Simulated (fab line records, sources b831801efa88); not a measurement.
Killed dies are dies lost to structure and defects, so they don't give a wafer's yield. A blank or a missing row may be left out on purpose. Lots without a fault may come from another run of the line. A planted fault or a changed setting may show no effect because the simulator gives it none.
Which tool did it? | flow sky130 | 11 lots, 33 wafers sampled, at 5 steps of a route of 708

WHAT THE GAUGES READ, wafer by wafer
SKY_VIA4_OVL_MEAS_11.
lot  | measured     | on         | VIA4_OVL (nm)
L205 | day 42 15:03 | overlay-01 | 1.0 2.2 2.4
L206 | day 42 21:34 | overlay-02 | -2.2 -0.1 -0.6
L209 | day 43 20:50 | overlay-01 | -0.5 -2.1 -0.7
L212 | day 44 21:13 | overlay-01 | -0.4 1.1 0.4
L214 | day 45 05:02 | overlay-01 | -1.7 -1.0 -2.5
L220 | day 47 20:32 | overlay-02 | -2.6 -1.3 -3.2
L222 | day 48 05:27 | overlay-01 | 1.2 0.6 0.3
L223 | day 48 06:32 | overlay-02 | -0.1 -0.2 -1.3
L225 | day 48 15:38 | overlay-01 | 2.5 0.0 0.3
L224 | day 48 19:20 | overlay-01 | 1.6 2.0 2.5
L226 | day 49 02:54 | overlay-01 | 2.8 1.1 0.7

WHICH TOOL RAN EACH LOT (tool, then ch and the chambers of the sampled wafers, then the start)
lot  | SKY_VIA3_CVD_21               | SKY_METAL4_SPUTTER_00        | SKY_METAL4_METAL_ETCH_18          | SKY_METAL4_STRIP_19
L205 | cvd_w-02 ch 0,1, day 39 10:32 | pvd_sputter-01, day 39 11:08 | rie_metal-03 ch 0,1, day 41 14:26 | plasma_asher-04 ch 0,1, day 41 14:37
L206 | cvd_w-01 ch 0,1, day 39 17:59 | pvd_sputter-03, day 39 18:33 | rie_metal-02 ch 0,1, day 41 21:42 | plasma_asher-04 ch 0,1, day 41 21:51
L209 | cvd_w-02 ch 0,1, day 40 18:25 | pvd_sputter-01, day 40 19:01 | rie_metal-02 ch 0, day 42 20:29   | plasma_asher-03 ch 0,1, day 42 20:40
L212 | cvd_w-01 ch 0,1, day 41 22:51 | pvd_sputter-03, day 41 23:28 | rie_metal-02 ch 0,1, day 43 21:59 | plasma_asher-03 ch 0,1, day 43 22:10
L214 | cvd_w-01 ch 0,1, day 42 07:25 | pvd_sputter-04, day 42 07:58 | rie_metal-02 ch 0,1, day 44 06:05 | plasma_asher-04 ch 0,1, day 44 06:14
L220 | cvd_w-02 ch 0, day 45 04:59   | pvd_sputter-04, day 45 05:43 | rie_metal-02 ch 0,1, day 46 23:35 | plasma_asher-03 ch 0,1, day 46 23:46
L222 | cvd_w-02 ch 0,1, day 45 15:17 | pvd_sputter-04, day 45 15:53 | rie_metal-02 ch 0,1, day 47 08:53 | plasma_asher-01 ch 0,1, day 47 09:04
L223 | cvd_w-02 ch 0,1, day 45 16:51 | pvd_sputter-03, day 45 17:28 | rie_metal-02 ch 0,1, day 47 11:02 | plasma_asher-04 ch 0,1, day 47 11:13
L225 | cvd_w-01 ch 0,1, day 46 02:12 | pvd_sputter-03, day 46 02:48 | rie_metal-04 ch 0,1, day 47 20:14 | plasma_asher-04 ch 0,1, day 47 20:25
L224 | cvd_w-01 ch 0,1, day 46 08:19 | pvd_sputter-01, day 46 08:55 | rie_metal-02 ch 0,1, day 48 00:26 | plasma_asher-03 ch 0,1, day 48 00:37
L226 | cvd_w-01 ch 0,1, day 46 14:21 | pvd_sputter-04, day 46 14:55 | rie_metal-03 ch 0,1, day 48 07:45 | plasma_asher-04 ch 0,1, day 48 07:54
- SKY_VIA3_CVD_21: deposits W, target thk 390 nm, time 117.31 s.
- SKY_METAL4_SPUTTER_00: material Ti, target thk 15 nm, time 10 s.
- SKY_METAL4_METAL_ETCH_18: etches the open film in Cl2/BCl3, stops on SiO2, target depth 845 nm, time 183.1 s.
- SKY_METAL4_STRIP_19: strips in O2/N2.

WHAT THE TOOLS THEMSELVES READ (means of the sampled wafers that have a number; where no wafer has one, the mark that the record gives instead)
SKY_VIA3_CVD_21.
lot  | tool     | heater_power_w (W)
L205 | cvd_w-02 | 810
L206 | cvd_w-01 | 724
L209 | cvd_w-02 | 838
L212 | cvd_w-01 | 727
L214 | cvd_w-01 | 714
L220 | cvd_w-02 | 845
L222 | cvd_w-02 | 842
L223 | cvd_w-02 | 850
L225 | cvd_w-01 | 743
L224 | cvd_w-01 | 746
L226 | cvd_w-01 | 754

SKY_METAL4_SPUTTER_00.
lot  | tool           | throttle_valve_pct (%)
L205 | pvd_sputter-01 | 31.1
L206 | pvd_sputter-03 | 29.6
L209 | pvd_sputter-01 | 30.6
L212 | pvd_sputter-03 | 30.1
L214 | pvd_sputter-04 | 30.5
L220 | pvd_sputter-04 | 30.4
L222 | pvd_sputter-04 | 30.4
L223 | pvd_sputter-03 | 30.9
L225 | pvd_sputter-03 | 31.3
L224 | pvd_sputter-01 | 30.5
L226 | pvd_sputter-04 | 29.4

SKY_METAL4_METAL_ETCH_18.
lot  | tool         | drypump_motor_current_A (A) | he_backside_leak_sccm (sccm) | oes_product_au (a.u.) | rf_fwd_power_W (W) | throttle_valve_pct (%)
L205 | rie_metal-03 | 6.3                         | 3.47                         | 0.871                 | 898.3              | 22.265
L206 | rie_metal-02 | 5.9                         | 3.16                         | 0.867                 | 899.1              | 22.273
L209 | rie_metal-02 | 5.4                         | 3.26                         | 0.871                 | 895.9              | 22.261
L212 | rie_metal-02 | 5.9                         | 3.26                         | 0.871                 | 751.4              | 22.262
L214 | rie_metal-02 | 5.6                         | 3.15                         | 0.862                 | 748.6              | 22.261
L220 | rie_metal-02 | 5.9                         | 3.11                         | 0.869                 | 897.5              | 22.261
L222 | rie_metal-02 | 5.9                         | 3.16                         | 0.867                 | 896.9              | 22.260
L223 | rie_metal-02 | 5.6                         | 3.07                         | 0.866                 | 895.8              | 22.265
L225 | rie_metal-04 | 5.7                         | 3.37                         | 0.863                 | 897.4              | 22.264
L224 | rie_metal-02 | 5.8                         | 3.12                         | 0.865                 | 895.4              | 22.256
L226 | rie_metal-03 | 6.6                         | 3.22                         | 0.865                 | 896.9              | 22.269

SKY_METAL4_STRIP_19.
lot  | tool            | drypump_motor_current_A (A) | oes_product_au (a.u.) | strip_time_to_endpoint_s (s)
L205 | plasma_asher-04 | 5.7                         | 0.503                 | 6.59
L206 | plasma_asher-04 | 5.8                         | 0.503                 | 6.55
L209 | plasma_asher-03 | 5.3                         | 0.497                 | 6.54
L212 | plasma_asher-03 | 5.5                         | 0.530                 | 7.24
L214 | plasma_asher-04 | 5.7                         | 0.534                 | 7.26
L220 | plasma_asher-03 | 5.4                         | 0.501                 | 6.54
L222 | plasma_asher-01 | 5.9                         | 0.497                 | 6.44
L223 | plasma_asher-04 | 5.8                         | 0.501                 | 6.55
L225 | plasma_asher-04 | 5.8                         | 0.502                 | 6.51
L224 | plasma_asher-03 | 5.4                         | 0.501                 | 6.50
L226 | plasma_asher-04 | 5.7                         | 0.499                 | 6.55

THE ANSWER, worked out from the rows above alone
Rule: what is usual is taken from the lots themselves. Put in order of their means at a reading, lots are off if they are a third of the lots or fewer, leave a main group of 4 or more, and stand apart from it by a gap of 3 or more times the standard deviation of the main group's means; of several such gaps the widest counts. A main group whose means are all the same, to the digits that the tables above print for the reading, isn't used. A lot without any number at a reading at which 4 lots or more have one is off too. The other lots that the step has rows for count as sound. The gauges are gone through in route order, then the tools' own readings, and for those a lot's mean is taken as printed above. The first step at which some lot is off is used, and at that step the reading that is off furthest; a lot without a number counts as furthest.
Off: L212, L214, at SKY_METAL4_METAL_ETCH_18 (rf_fwd_power_W). The main group: mean 897.0 W, standard deviation 1.1.
A tool fits if, at that step or a process step before it, it ran every lot that is off, and no sound lot after the first of them. None of those tried fits.

WHAT THE SIMULATOR HAD PUT IN
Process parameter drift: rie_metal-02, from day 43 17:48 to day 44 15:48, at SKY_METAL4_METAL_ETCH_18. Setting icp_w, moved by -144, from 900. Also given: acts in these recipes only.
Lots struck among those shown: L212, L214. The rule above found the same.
